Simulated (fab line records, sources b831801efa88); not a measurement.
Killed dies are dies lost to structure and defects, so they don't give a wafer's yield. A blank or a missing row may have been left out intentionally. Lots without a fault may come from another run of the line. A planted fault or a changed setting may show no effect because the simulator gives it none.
What tool caused it? | flow sky130 | Sampling: 24 lots, 72 wafers, 6 of 708 route steps

## WHAT THE GAUGES SHOWED, per wafer
SKY_METAL2_RS_MEAS_05: the measuring method here is four-point-probe. Usual: for METAL2_ALCU_RS the level is 0.1267 ohm/sq and the standard deviation is 0.00095.
lot  | measured     | on            | METAL2_ALCU_RS (ohm/sq) | flag
L074 | day 34 06:35 | film_metro-02 | 0.1281 0.1274 0.1274    |
L075 | day 34 11:28 | film_metro-04 | 0.1262 0.1237 0.1263    |
L076 | day 34 16:16 | film_metro-04 | 0.1264 0.1274 0.1273    |
L077 | day 34 23:14 | film_metro-02 | 0.1268 0.1251 0.1264    |
L078 | day 35 06:31 | film_metro-02 | 0.1265 0.1275 0.1263    |
L079 | day 35 15:08 | film_metro-02 | 0.1270 0.1269 0.1262    |
L080 | day 35 23:02 | film_metro-03 | 0.1257 0.1272 0.1266    |
L081 | day 36 19:23 | film_metro-03 | 0.1263 0.1262 0.1259    |
L082 | day 36 21:33 | film_metro-03 | 0.1254 0.1268 0.1262    |
L083 | day 36 22:08 | film_metro-03 | 0.1265 0.1255 0.1262    |
L084 | day 37 01:50 | film_metro-02 | 0.1252 0.1270 0.1264    |
L085 | day 37 11:39 | film_metro-02 | 0.1283 0.1286 0.1289    |
L086 | day 37 21:04 | film_metro-03 | 0.1282 0.1279 0.1272    |
L087 | day 38 09:25 | film_metro-04 | 0.1287 0.1284 0.1285    |
L088 | day 38 11:14 | film_metro-03 | 0.1261 0.1266 0.1260    |
L089 | day 38 18:31 | film_metro-04 | 0.1268 0.1276 0.1273    |
L090 | day 39 00:33 | film_metro-03 | 0.1259 0.1269 0.1271    |
L091 | day 39 11:24 | film_metro-02 | 0.1275 0.1264 0.1260    |
L092 | day 39 16:58 | film_metro-02 | 0.1261 0.1255 0.1250    |
L093 | day 39 18:53 | film_metro-03 | 0.1250 0.1251 0.1247    |
L094 | day 40 03:25 | film_metro-03 | 0.1279 0.1269 0.1271    |
L095 | day 40 12:23 | film_metro-04 | 0.1274 0.1289 0.1270    |
L096 | day 40 17:52 | film_metro-03 | 0.1271 0.1269 0.1259    |
L097 | day 40 23:48 | film_metro-02 | 0.1260 0.1272 0.1267    |

SKY_VIA3_CD_MEAS_12 targets a cd of 200 nm. Usual: cd_nm at 199.9 nm, with a standard deviation of 1.
lot  | measured     | on        | cd_nm (nm)        | flag
L074 | day 39 21:28 | cd_sem-02 | 198.6 199.3 199.7 |
L075 | day 40 02:04 | cd_sem-01 | 199.2 199.4 198.7 |
L076 | day 40 06:25 | cd_sem-01 | 198.9 198.7 199.1 |
L077 | day 40 11:28 | cd_sem-02 | 199.2 198.1 198.8 |
L078 | day 40 20:20 | cd_sem-01 | 199.8 199.3 198.8 |
L079 | day 41 03:10 | cd_sem-01 | 201.4 202.4 203.1 |
L080 | day 41 10:48 | cd_sem-02 | 200.0 198.0 199.9 |
L081 | day 42 05:57 | cd_sem-02 | 197.6 198.3 197.3 |
L082 | day 42 06:21 | cd_sem-01 | 200.4 199.2 199.7 |
L083 | day 42 07:23 | cd_sem-02 | 199.9 200.4 199.5 |
L084 | day 42 10:17 | cd_sem-02 | 199.8 200.4 200.4 |
L085 | day 42 19:44 | cd_sem-02 | 200.1 200.5 199.6 |
L086 | day 43 02:59 | cd_sem-02 | 201.1 200.1 200.7 |
L087 | day 43 15:14 | cd_sem-01 | 199.7 199.5 199.8 |
L088 | day 43 15:24 | cd_sem-02 | 200.1 199.9 200.4 |
L089 | day 43 23:53 | cd_sem-01 | 199.7 198.6 199.5 |
L090 | day 44 03:33 | cd_sem-02 | 200.8 198.8 200.4 |
L091 | day 44 12:54 | cd_sem-01 | 199.0 198.7 199.4 |
L092 | day 44 20:01 | cd_sem-02 | 199.8 199.4 199.1 |
L093 | day 44 21:23 | cd_sem-02 | 201.1 200.9 201.6 |
L094 | day 45 03:55 | cd_sem-01 | 201.5 200.3 200.7 |
L095 | day 45 12:29 | cd_sem-02 | 200.5 200.3 200.0 |
L096 | day 45 18:52 | cd_sem-01 | 202.0 201.9 200.0 |
L097 | day 45 23:57 | cd_sem-01 | 199.8 198.8 199.0 |

SKY_CAP2M_RS_MEAS_03: the measuring method here is four-point-probe. Usual: for CAP2M_TIN_RS the level is 6.95 ohm/sq and the standard deviation is 0.065.
lot  | measured     | on            | CAP2M_TIN_RS (ohm/sq) | flag
L074 | day 39 23:20 | film_metro-03 | 6.98 6.96 6.97        |
L075 | day 40 03:56 | film_metro-04 | 6.85 6.92 6.85        |
L076 | day 40 08:20 | film_metro-02 | 7.06 7.05 6.99        |
L077 | day 40 13:20 | film_metro-02 | 7.00 7.04 7.01        |
L078 | day 40 22:16 | film_metro-03 | 6.96 6.92 7.04        |
L079 | day 41 05:02 | film_metro-03 | 6.88 7.01 6.98        |
L080 | day 41 12:41 | film_metro-03 | 6.95 6.96 6.97        |
L081 | day 42 07:51 | film_metro-04 | 6.99 7.04 7.01        |
L082 | day 42 08:15 | film_metro-02 | 6.96 6.90 6.94        |
L083 | day 42 09:16 | film_metro-03 | 6.92 6.85 6.89        |
L084 | day 42 12:10 | film_metro-04 | 6.97 6.92 6.95        |
L085 | day 42 21:38 | film_metro-03 | 7.03 6.98 7.04        |
L086 | day 43 04:51 | film_metro-04 | 7.08 7.06 7.03        |
L087 | day 43 17:07 | film_metro-04 | 6.97 6.92 6.93        |
L088 | day 43 17:19 | film_metro-03 | 6.89 6.96 6.91        |
L089 | day 44 01:46 | film_metro-02 | 6.99 6.99 6.97        |
L090 | day 44 05:40 | film_metro-02 | 6.91 6.98 6.97        |
L091 | day 44 14:46 | film_metro-03 | 7.02 7.07 7.07        |
L092 | day 44 21:52 | film_metro-03 | 6.87 6.90 6.88        |
L093 | day 44 23:14 | film_metro-04 | 6.83 6.89 6.79        |
L094 | day 45 05:49 | film_metro-03 | 6.92 6.94 6.93        |
L095 | day 45 14:23 | film_metro-02 | 6.96 6.94 6.92        |
L096 | day 45 20:46 | film_metro-03 | 6.83 6.84 6.94        |
L097 | day 46 01:55 | film_metro-03 | 6.95 6.95 6.97        |

## WHICH TOOL RAN EACH LOT (tool, then ch and the chambers of the sampled wafers, then the start)
lot  | SKY_VIA1_ETCH_14                   | SKY_VIA2_STRIP_16                    | SKY_VIA3_SPUTTER_20
L074 | rie_diel-03 ch 0,2, day 34 05:05   | plasma_asher-04 ch 0,1, day 36 12:55 | pvd_sputter-04, day 39 22:17
L075 | rie_diel-03 ch 0,1,2, day 34 09:57 | plasma_asher-02 ch 0, day 36 17:46   | pvd_sputter-04, day 40 02:55
L076 | rie_diel-01 ch 0,1,3, day 34 14:45 | plasma_asher-04 ch 0, day 36 23:11   | pvd_sputter-02, day 40 07:19
L077 | rie_diel-03 ch 0,1,2, day 34 21:45 | plasma_asher-02 ch 0, day 37 04:25   | pvd_sputter-01, day 40 12:18
L078 | rie_diel-01 ch 0,2,3, day 35 05:02 | plasma_asher-04 ch 0,1, day 37 13:48 | pvd_sputter-02, day 40 21:15
L079 | rie_diel-01 ch 0,1, day 35 13:39   | plasma_asher-04 ch 0,1, day 37 21:38 | pvd_sputter-01, day 41 04:00
L080 | rie_diel-01 ch 1,2, day 35 21:35   | plasma_asher-02 ch 0, day 38 06:03   | pvd_sputter-04, day 41 11:41
L081 | rie_diel-02 ch 0,1,3, day 36 17:53 | plasma_asher-02 ch 0,1, day 39 01:22 | pvd_sputter-01, day 42 06:50
L082 | rie_diel-02 ch 0,3, day 36 20:02   | plasma_asher-04 ch 0, day 39 02:45   | pvd_sputter-01, day 42 07:14
L083 | rie_diel-01 ch 0,1,2, day 36 20:41 | plasma_asher-02 ch 0,1, day 39 03:19 | pvd_sputter-04, day 42 08:15
L084 | rie_diel-03 ch 0,2, day 37 00:21   | plasma_asher-02 ch 0,1, day 39 06:43 | pvd_sputter-02, day 42 11:10
L085 | rie_diel-01 ch 1,3, day 37 10:09   | plasma_asher-03 ch 0,1, day 39 15:56 | pvd_sputter-04, day 42 20:38
L086 | rie_diel-03 ch 2,3, day 37 19:36   | plasma_asher-03 ch 0,1, day 39 23:46 | pvd_sputter-02, day 43 03:50
L087 | rie_diel-01 ch 0,1,2, day 38 07:57 | plasma_asher-04 ch 0,1, day 40 12:59 | pvd_sputter-02, day 43 16:05
L088 | rie_diel-02 ch 1,2, day 38 09:45   | plasma_asher-04 ch 0,1, day 40 13:41 | pvd_sputter-01, day 43 16:17
L089 | rie_diel-02 ch 0,1,2, day 38 16:57 | plasma_asher-02 ch 0,1, day 40 21:50 | pvd_sputter-02, day 44 00:46
L090 | rie_diel-01 ch 2,3, day 38 23:00   | plasma_asher-02 ch 0,1, day 41 02:05 | pvd_sputter-04, day 44 04:31
L091 | rie_diel-03 ch 0,2,3, day 39 09:33 | plasma_asher-03 ch 0,1, day 41 12:47 | pvd_sputter-04, day 44 13:46
L092 | rie_diel-02 ch 1,2,3, day 39 15:29 | plasma_asher-03 ch 0,1, day 41 18:48 | pvd_sputter-01, day 44 20:50
L093 | rie_diel-01 ch 0,1,3, day 39 17:26 | plasma_asher-03 ch 0,1, day 41 21:09 | pvd_sputter-04, day 44 22:14
L094 | rie_diel-02 ch 1,2,3, day 40 01:56 | plasma_asher-03 ch 0,1, day 42 05:18 | pvd_sputter-02, day 45 04:47
L095 | rie_diel-03 ch 1,2,3, day 40 10:54 | plasma_asher-04 ch 0,1, day 42 14:02 | pvd_sputter-02, day 45 13:22
L096 | rie_diel-02 ch 0,3, day 40 16:21   | plasma_asher-02 ch 0,1, day 42 17:59 | pvd_sputter-02, day 45 19:44
L097 | rie_diel-01 ch 1,2, day 40 22:05   | plasma_asher-03 ch 0,1, day 43 01:06 | pvd_sputter-04, day 46 00:53
- SKY_VIA1_ETCH_14: etches BARC in N2/H2, stops on SiO2, time 45.9 s, target depth 60 nm.
- SKY_VIA2_STRIP_16: strips in O2/N2.
- SKY_VIA3_SPUTTER_20: material TiN, target thk 20 nm, time 80 s.

## AS READ BY THE TOOLS THEMSELVES (means over the sampled wafers that have a number; for cases with no such wafer, the mark the record gives instead)
SKY_VIA1_ETCH_14. Usual: bias_w 100.00 W, standard deviation 0.29; drypump_motor_current_A 5.9 A, standard deviation 0.36; oes_product_au 0.855 a.u., standard deviation 0.0047; throttle_valve_pct 13.224 %, standard deviation 0.0091.
lot  | tool        | bias_w (W) | drypump_motor_current_A (A) | oes_product_au (a.u.) | throttle_valve_pct (%) | flag
L074 | rie_diel-03 | 99.66      | 6.4                         | 0.855                 | 13.231                 |
L075 | rie_diel-03 | 100.28     | 6.3                         | 0.856                 | 13.227                 |
L076 | rie_diel-01 | 100.24     | 5.7                         | 0.853                 | 13.215                 |
L077 | rie_diel-03 | 100.04     | 6.3                         | 0.854                 | 13.227                 |
L078 | rie_diel-01 | 100.29     | 5.9                         | 0.852                 | 13.225                 |
L079 | rie_diel-01 | 100.21     | 5.5                         | 0.854                 | 13.229                 |
L080 | rie_diel-01 | 99.81      | 5.5                         | 0.854                 | 13.229                 |
L081 | rie_diel-02 | 99.83      | 5.6                         | 0.855                 | 13.223                 |
L082 | rie_diel-02 | 100.04     | 5.6                         | 0.855                 | 13.227                 |
L083 | rie_diel-01 | 100.13     | 5.7                         | 0.852                 | 13.222                 |
L084 | rie_diel-03 | 99.89      | 6.4                         | 0.851                 | 13.224                 |
L085 | rie_diel-01 | 100.09     | 5.6                         | 0.855                 | 13.229                 |
L086 | rie_diel-03 | 100.06     | 5.9                         | 0.851                 | 13.217                 |
L087 | rie_diel-01 | 100.05     | 5.7                         | 0.855                 | 13.215                 |
L088 | rie_diel-02 | 100.08     | 6.2                         | 0.856                 | 13.220                 |
L089 | rie_diel-02 | 100.21     | 5.8                         | 0.854                 | 13.232                 |
L090 | rie_diel-01 | 99.87      | 5.9                         | 0.852                 | 13.220                 |
L091 | rie_diel-03 | 99.72      | 6.1                         | 0.855                 | 13.229                 |
L092 | rie_diel-02 | 99.68      | 5.9                         | 0.854                 | 13.231                 |
L093 | rie_diel-01 | 99.76      | 5.6                         | 0.855                 | 13.235                 |
L094 | rie_diel-02 | 99.77      | 5.9                         | 0.854                 | 13.224                 |
L095 | rie_diel-03 | 100.48     | 6.0                         | 0.858                 | 13.229                 |
L096 | rie_diel-02 | 100.29     | 5.6                         | 0.859                 | 13.219                 |
L097 | rie_diel-01 | 99.87      | 5.5                         | 0.853                 | 13.222                 |

SKY_VIA2_STRIP_16. Usual: drypump_motor_current_A 5.7 A, standard deviation 0.39; o2_flow_sccm 2999 sccm, standard deviation 9.2; oes_product_au 0.399 a.u., standard deviation 0.0049; strip_time_to_endpoint_s 4.052 s, standard deviation 0.02.
lot  | tool            | drypump_motor_current_A (A) | o2_flow_sccm (sccm) | oes_product_au (a.u.) | strip_time_to_endpoint_s (s) | flag
L074 | plasma_asher-04 | 5.8                         | 2992                | 0.399                 | 4.055                        |
L075 | plasma_asher-02 | 5.6                         | 2998                | 0.401                 | 4.044                        |
L076 | plasma_asher-04 | 5.8                         | 2992                | 0.398                 | 4.054                        |
L077 | plasma_asher-02 | 5.6                         | 3001                | 0.402                 | 4.054                        |
L078 | plasma_asher-04 | 5.7                         | 3009                | 0.399                 | 4.039                        |
L079 | plasma_asher-04 | 5.7                         | 3004                | 0.398                 | 4.037                        |
L080 | plasma_asher-02 | 5.6                         | 3009                | 0.397                 | 4.072                        |
L081 | plasma_asher-02 | 5.9                         | 3004                | 0.404                 | 4.067                        |
L082 | plasma_asher-04 | 5.8                         | 3008                | 0.405                 | 4.051                        |
L083 | plasma_asher-02 | 5.9                         | 3008                | 0.404                 | 4.078                        |
L084 | plasma_asher-02 | 5.9                         | 3002                | 0.395                 | 4.061                        |
L085 | plasma_asher-03 | 5.3                         | 2992                | 0.402                 | 4.057                        |
L086 | plasma_asher-03 | 5.3                         | 2998                | 0.394                 | 4.038                        |
L087 | plasma_asher-04 | 5.8                         | 2999                | 0.396                 | 4.068                        |
L088 | plasma_asher-04 | 5.8                         | 2984                | 0.398                 | 4.057                        |
L089 | plasma_asher-02 | 6.1                         | 3001                | 0.395                 | 4.022                        |
L090 | plasma_asher-02 | 5.9                         | 2991                | 0.398                 | 4.046                        |
L091 | plasma_asher-03 | 5.2                         | 2997                | 0.401                 | 4.062                        |
L092 | plasma_asher-03 | 5.2                         | 2993                | 0.399                 | 4.060                        |
L093 | plasma_asher-03 | 5.3                         | 2999                | 0.393                 | 4.047                        |
L094 | plasma_asher-03 | 5.2                         | 3005                | 0.398                 | 4.052                        |
L095 | plasma_asher-04 | 5.8                         | 2991                | 0.399                 | 4.047                        |
L096 | plasma_asher-02 | 6.1                         | 2989                | 0.393                 | 4.045                        |
L097 | plasma_asher-03 | 5.3                         | 2998                | 0.396                 | 4.064                        |

SKY_VIA3_SPUTTER_20. Usual: cathode_dc_power_W 4000.0 W, standard deviation 0.78; throttle_valve_pct 30.2 %, standard deviation 1.1.
lot  | tool           | cathode_dc_power_W (W) | throttle_valve_pct (%) | flag
L074 | pvd_sputter-04 | 4000.1                 | 30.3                   |
L075 | pvd_sputter-04 | 4000.2                 | 30.2                   |
L076 | pvd_sputter-02 | 4000.6                 | 30.2                   |
L077 | pvd_sputter-01 | 3999.9                 | 29.4                   |
L078 | pvd_sputter-02 | 4000.1                 | 30.5                   |
L079 | pvd_sputter-01 | 3999.4                 | 29.1                   |
L080 | pvd_sputter-04 | 3999.4                 | 30.5                   |
L081 | pvd_sputter-01 | 4000.6                 | 29.2                   |
L082 | pvd_sputter-01 | 4000.5                 | 29.1                   |
L083 | pvd_sputter-04 | 4000.6                 | 29.8                   |
L084 | pvd_sputter-02 | 4000.0                 | 30.1                   |
L085 | pvd_sputter-04 | 4000.4                 | 30.2                   |
L086 | pvd_sputter-02 | 3999.3                 | 30.7                   |
L087 | pvd_sputter-02 | 3999.8                 | 30.3                   |
L088 | pvd_sputter-01 | 4000.8                 | 29.5                   |
L089 | pvd_sputter-02 | 4000.2                 | 29.9                   |
L090 | pvd_sputter-04 | 3999.5                 | 29.4                   |
L091 | pvd_sputter-04 | 3999.9                 | 30.2                   |
L092 | pvd_sputter-01 | 3999.4                 | 29.4                   |
L093 | pvd_sputter-04 | 4000.1                 | 29.6                   |
L094 | pvd_sputter-02 | 4000.2                 | 30.0                   |
L095 | pvd_sputter-02 | 4000.8                 | 30.9                   |
L096 | pvd_sputter-02 | 4000.1                 | 31.8                   |
L097 | pvd_sputter-04 | 3999.5                 | 29.9                   |

## THE ANSWER, worked out from the rows above alone
Rule: a lot counts as off when the mean over its wafers that have a number is more than 3 standard deviations away from the usual mean. A lot without any number at a reading at which 4 lots or more have one is off too. Any other lot the step has rows for is counted as sound. The gauges are gone through in route order, then the tools' own readings, and for those a lot's mean is taken as printed above. The first step at which some lot is off is used, and at that step the reading that is off furthest; a lot without a number counts as furthest.
None of the lots is off at any reading shown; this tells nothing.

## WHAT THE SIMULATOR PUT IN
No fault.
